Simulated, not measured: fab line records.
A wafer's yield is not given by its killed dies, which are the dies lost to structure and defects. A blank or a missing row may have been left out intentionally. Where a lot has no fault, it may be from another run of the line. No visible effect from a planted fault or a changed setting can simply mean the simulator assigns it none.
Which of the tools did it? ; flow gf180mcu ; 12 lots, 36 wafers sampled, at 4 steps of a route of 602

WHAT EACH GAUGE READ, for each wafer
GF_M2_CD_MEAS_14: the cd target is 280 nm.
lot;measured;on;cdNm (nm)
L719;day 20 05:48;cdSem-01;280.7 281.0 279.7
L720;day 20 10:22;cdSem-02;279.8 280.2 279.7
L721;day 21 03:30;cdSem-01;279.8 279.9 278.5
L722;day 21 14:54;cdSem-01;278.9 280.9 278.3
L724;day 22 02:20;cdSem-02;280.1 280.3 281.7
L725;day 22 10:28;cdSem-01;279.5 280.6 279.6
L727;day 23 02:01;cdSem-01;280.5 280.4 281.3
L728;day 23 07:10;cdSem-02;279.5 279.8 279.9
L730;day 23 21:19;cdSem-01;278.3 278.9 279.1
L731;day 24 09:34;cdSem-02;278.7 278.4 277.8
L732;day 24 13:25;cdSem-01;279.2 278.7 278.9
L738;day 26 12:33;cdSem-02;281.7 282.1 281.1

GF_V2_THK_MEAS_01.
lot;measured;on;V2_CVD_00_THK (nm)
L719;day 20 06:43;filmMetro-01;603 603 600
L720;day 20 11:14;filmMetro-01;602 602 602
L721;day 21 04:32;filmMetro-02;597 600 601
L722;day 21 15:49;filmMetro-04;615 612 612
L724;day 22 03:14;filmMetro-02;598 598 593
L725;day 22 11:27;filmMetro-04;607 603 598
L727;day 23 02:53;filmMetro-02;592 593 595
L728;day 23 08:06;filmMetro-01;600 597 602
L730;day 23 22:37;filmMetro-02;601 602 722 601 603 722
L731;day 24 10:53;filmMetro-04;593 600 723 592 599 723
L732;day 24 14:44;filmMetro-01;727 609 719 727 610 720
L738;day 26 13:26;filmMetro-01;614 597 610

WHAT TOOL EACH LOT RAN ON (gives the tool, then ch and the chambers of the sampled wafers, and finally the start)
lot;GF_V1_ETCH_16;GF_V2_CVD_00
L719;rieDiel-03 ch 1,3, day 19 04:23;hdpcvd-01 ch 1,2, day 20 06:38
L720;rieDiel-03 ch 1,2,3, day 19 08:58;hdpcvd-01 ch 0,1,2, day 20 11:10
L721;rieDiel-03 ch 0,2,3, day 20 01:44;hdpcvd-01 ch 0,1,2, day 21 04:28
L722;rieDiel-03 ch 0,2,3, day 20 13:44;hdpcvd-02 ch 0,1,2, day 21 15:44
L724;rieDiel-04 ch 0,1,2, day 21 00:46;hdpcvd-01 ch 0,2, day 22 03:09
L725;rieDiel-02 ch 0,2,3, day 21 09:19;hdpcvd-01 ch 1,2, day 22 11:23
L727;rieDiel-04 ch 1,2,3, day 22 01:22;hdpcvd-01 ch 0,1,2, day 23 02:49
L728;rieDiel-02 ch 0,2,3, day 22 07:40;hdpcvd-01 ch 0,1, day 23 08:01
L730;rieDiel-03 ch 2,3, day 22 23:01;hdpcvd-01 ch 1,2, day 23 22:31
L731;rieDiel-04 ch 0,1,2, day 23 11:01;hdpcvd-01 ch 0,1, day 24 10:47
L732;rieDiel-02 ch 0,1,2, day 23 14:10;hdpcvd-01 ch 1,2, day 24 14:37
L738;rieDiel-04 ch 0,1,3, day 25 13:46;hdpcvd-02 ch 0,1,2, day 26 13:22
- GF_V1_ETCH_16: etches BARC in N2/H2.
- GF_V2_CVD_00: deposits SiO2, target thk 600 nm, time 100 s.

AS READ BY THE TOOLS THEMSELVES (means over the sampled wafers that have a number; for cases with no such wafer, the mark the record gives instead)
GF_V1_ETCH_16.
lot;tool;drypumpMotorCurrentA (A);oesProductAu (a.u.);throttleValvePct (%)
L719;rieDiel-03;5.3;0.854;13.221
L720;rieDiel-03;5.3;0.860;13.231
L721;rieDiel-03;5.3;0.856;13.228
L722;rieDiel-03;5.3;0.857;13.215
L724;rieDiel-04;5.9;0.857;13.227
L725;rieDiel-02;5.9;0.855;13.219
L727;rieDiel-04;6.0;0.853;13.227
L728;rieDiel-02;5.9;0.856;13.225
L730;rieDiel-03;5.2;0.859;13.217
L731;rieDiel-04;5.9;0.854;13.218
L732;rieDiel-02;5.9;0.854;13.232
L738;rieDiel-04;6.0;0.857;13.226

GF_V2_CVD_00.
lot;tool;pressureMtorr (mTorr);sih4FlowSccm (sccm)
L719;hdpcvd-01;5.997;60.00
L720;hdpcvd-01;6.005;59.77
L721;hdpcvd-01;6.010;60.08
L722;hdpcvd-02;5.985;59.92
L724;hdpcvd-01;5.991;59.75
L725;hdpcvd-01;6.005;59.86
L727;hdpcvd-01;6.017;59.89
L728;hdpcvd-01;6.003;59.89
L730;hdpcvd-01;6.001;64.07
L731;hdpcvd-01;6.009;63.91
L732;hdpcvd-01;5.998;68.06
L738;hdpcvd-02;6.005;60.06

THE ANSWER, worked out from the rows above alone
Rule: the lots themselves supply what counts as usual. The widest of any qualifying gaps counts: lots, ordered by their means at a reading, are off when they make up no more than a third of the lots, leave a main group of 4 or more, and stand apart from it by 3 or more times the standard deviation of that group's means. A main group is skipped when, at the precision printed for the reading in the tables above, its means are all equal. Also off: a lot with no number at a reading for which 4 or more lots have one. Where the step has rows for the other lots, those lots are counted as sound. The gauges are gone through in route order, then the tools' own readings, and for those a lot's mean is taken as printed above. The first step at which some lot is off is used, and at that step the reading that is off furthest; a lot without a number counts as furthest.
Off: L730, L731, L732, at GF_V2_THK_MEAS_01 (V2_CVD_00_THK). Mean 602 nm and standard deviation 5.4 in the main group.
A tool fits if, at a process step before that reading, it ran every lot that is off, and no sound lot after the first of them. The gauges at GF_V2_THK_MEAS_01 aren't tried: what is off there is off at GF_V2_CVD_00 too, on other tools, and a gauge's error can't cause that. One candidate fits, namely hdpcvd-01 at GF_V2_CVD_00. Its last sound lot is L728 (day 23 08:01), its first lot that is off L730 (day 23 22:31): a fault that began between those two fits.
The tool's own readings at GF_V2_CVD_00 bear it out: on the lots that are off they differ by more than 5 times the standard deviation of the sound lots' means. sih4FlowSccm reads 65.35 sccm there against 59.91 sccm on the sound lots.

WHAT WAS PUT IN BY THE SIMULATOR
hdpcvd-01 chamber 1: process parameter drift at GF_V2_CVD_00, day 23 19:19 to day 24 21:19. Setting sih4FlowSccm shifted by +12 from 60. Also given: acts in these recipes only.
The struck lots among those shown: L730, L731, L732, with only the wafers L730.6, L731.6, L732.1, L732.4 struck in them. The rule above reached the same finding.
